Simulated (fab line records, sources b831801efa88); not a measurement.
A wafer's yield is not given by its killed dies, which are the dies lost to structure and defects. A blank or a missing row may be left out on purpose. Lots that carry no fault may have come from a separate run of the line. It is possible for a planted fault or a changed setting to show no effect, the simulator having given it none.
A struck lot beside a sound one + flow gf180mcu + 34 out of 602 route steps
Sound: the wafers L788.1, L788.3, L788.5. The struck wafers were L794.1, L794.3, L794.4. The cause is given at the end.
Each step with rows lists, per side, the tool, then ch with its chambers, then its first start. Under that, the readings that differ: sound wafers + struck wafers + difference of the means + sigmas: that difference in standard deviations of wafers without a fault.
alike: a reading whose means differ by less than 2 such deviations, as well as words and numbers matching on both sides. not compared: withheld readings; readings where some wafer has no value; bounds like >300 that might hide an equal value; numbers whose values overlap and for which the record gives no deviation.
A row with sigmas, a row that says differs or no value, or rows on one side alone: a step with any of these is where the two part. Non-overlapping numbers with no deviation appear without sigmas and do not part them. A reading missing from all wafers of one side parts the sides only when that side holds two or more wafers.

first, 1 step without rows for these wafers: GF_HV_LDD_IMPLANT_21.
GF_HV_LDD_STRIP_22: strips in O2/N2.
  sound on plasma_asher-04 ch 1, day 13 22:01; struck on plasma_asher-01 ch 0,1, day 15 20:47
| reading            | sound                | struck               | difference | sigmas |
|--------------------|----------------------|----------------------|------------|--------|
| heater_power_w (W) | 256 260 254          | 301 308 320          | +53        | +2     |
| platen_temp_c (C)  | 249.79 250.10 249.77 | 250.20 250.42 250.12 | +0.36      | +2     |
  alike: drypump_motor_current_A, oes_product_au, strip_time_to_endpoint_s
  not compared: rf_hours_counter_h
GF_HV_LDD_TW_MEAS_23:
  sound: film_metro-03 at day 13 22:07; struck: film_metro-03 at day 15 20:53
  alike: HV_LDD_2_TW
then, 7 steps without rows for these wafers: GF_HV_LDD_DEHYDRATE_24 (time 60 s); GF_HV_LDD_HMDS_25 (prime time 60 s); GF_HV_LDD_COAT_26 (resist thk 1000 nm); GF_HV_LDD_SOFTBAKE_27 (time 60 s); GF_HV_LDD_EXPOSE_28 (exposes mask Nplus HV AREA, target cd 400 nm); GF_HV_LDD_PEB_29; GF_HV_LDD_DEVELOP_30 (develop time 60 s).
GF_HV_LDD_CD_MEAS_31 targets a cd of 400 nm.
  sound: cd_sem-02 at day 14 19:11; struck: cd_sem-02 at day 16 19:26
  alike: cd_nm
GF_HV_LDD_OVL_MEAS_32:
  sound: overlay-01 at day 14 19:18; struck: overlay-01 at day 16 19:33
  alike: HV_LDD_02_OVL
GF_HV_LDD_IMPLANT_33:
  struck on implanter-01, day 16 19:35; sound on implanter-04 ch 0, day 14 19:20
  no value came back on the struck wafers for beam_energy_keV, beam_on_s (s); on the sound wafers beam_energy_keV reads 59.966 59.999 59.989
then, 3 steps without rows for these wafers: GF_HV_LDD_IMPLANT_34; GF_HV_LDD_IMPLANT_35; GF_HV_LDD_IMPLANT_36.
GF_HV_LDD_STRIP_37: strips in O2/N2.
  sound on plasma_asher-02 ch 0,1, day 14 19:56; struck on plasma_asher-04 ch 0,1, day 16 20:11
  alike: drypump_motor_current_A, heater_power_w, oes_product_au, platen_temp_c, strip_time_to_endpoint_s
  not compared: rf_hours_counter_h
GF_HV_LDD_TW_MEAS_38:
  sound: film_metro-03 at day 14 20:02; struck: film_metro-04 at day 16 20:17
| reading     | sound          | struck         | difference | sigmas |
|-------------|----------------|----------------|------------|--------|
| HV_LDD_3_TW | 1443 1441 1437 | 1302 1301 1299 | -140       | -13    |
then, 7 steps without rows for these wafers: GF_HV_LDD_DEHYDRATE_39 (time 60 s); GF_HV_LDD_HMDS_40 (prime time 60 s); GF_HV_LDD_COAT_41 (resist thk 1000 nm); GF_HV_LDD_SOFTBAKE_42 (time 60 s); GF_HV_LDD_EXPOSE_43 (exposes mask Pplus HV AREA, target cd 400 nm); GF_HV_LDD_PEB_44; GF_HV_LDD_DEVELOP_45 (develop time 60 s).
GF_HV_LDD_CD_MEAS_46 targets a cd of 400 nm.
  sound: cd_sem-02 at day 15 17:43; struck: cd_sem-01 at day 17 19:34
  alike: cd_nm
GF_HV_LDD_OVL_MEAS_47:
  sound: overlay-01 at day 15 17:50; struck: overlay-02 at day 17 19:41
  alike: HV_LDD_03_OVL
next, for these wafers, 1 step has no rows: GF_HV_LDD_IMPLANT_48.
GF_HV_LDD_STRIP_49: strips in O2/N2.
  sound on plasma_asher-04 ch 0,1, day 15 18:01; struck on plasma_asher-02 ch 0,1, day 17 19:52
| reading           | sound                | struck               | difference | sigmas |
|-------------------|----------------------|----------------------|------------|--------|
| platen_temp_c (C) | 250.02 250.02 250.38 | 249.49 249.70 249.87 | -0.45      | -2     |
  alike: drypump_motor_current_A, heater_power_w, oes_product_au, strip_time_to_endpoint_s
  not compared: rf_hours_counter_h
GF_HV_LDD_TW_MEAS_50:
  sound: film_metro-03 at day 15 18:07; struck: film_metro-03 at day 17 19:58
  alike: HV_LDD_4_TW
then, 1 step without rows for these wafers: GF_HV_LDD_CLEAN_51 (cleans in SC1/SC2, time 150 s).
GF_HV_LDD_RTA_52: time 10 s.
  sound on rtp_anneal-02 ch 0, day 15 18:13; struck on rtp_anneal-02 ch 0, day 17 20:04
  alike: lamp_power_pct, wafer_temp_C_max
GF_HV_LDD_RS_MEAS_53: uses a four-point probe to measure.
  sound: film_metro-03 at day 15 18:17; struck: film_metro-04 at day 17 20:08
| reading            | sound             | struck            | difference | sigmas |
|--------------------|-------------------|-------------------|------------|--------|
| HV_LDD_RS (ohm/sq) | 419.4 419.1 418.3 | 440.6 440.7 440.0 | +21.5      | +23    |
then, 1 step without rows for these wafers: GF_HV_LDD_CVD_54 (deposits SiO2 from TEOS, target thk 10 nm, time 75 s).

## WHERE THEY PART
Earliest at GF_HV_LDD_STRIP_22; latest, in this record, at GF_HV_LDD_RS_MEAS_53.

WHY: the cause the simulator had injected
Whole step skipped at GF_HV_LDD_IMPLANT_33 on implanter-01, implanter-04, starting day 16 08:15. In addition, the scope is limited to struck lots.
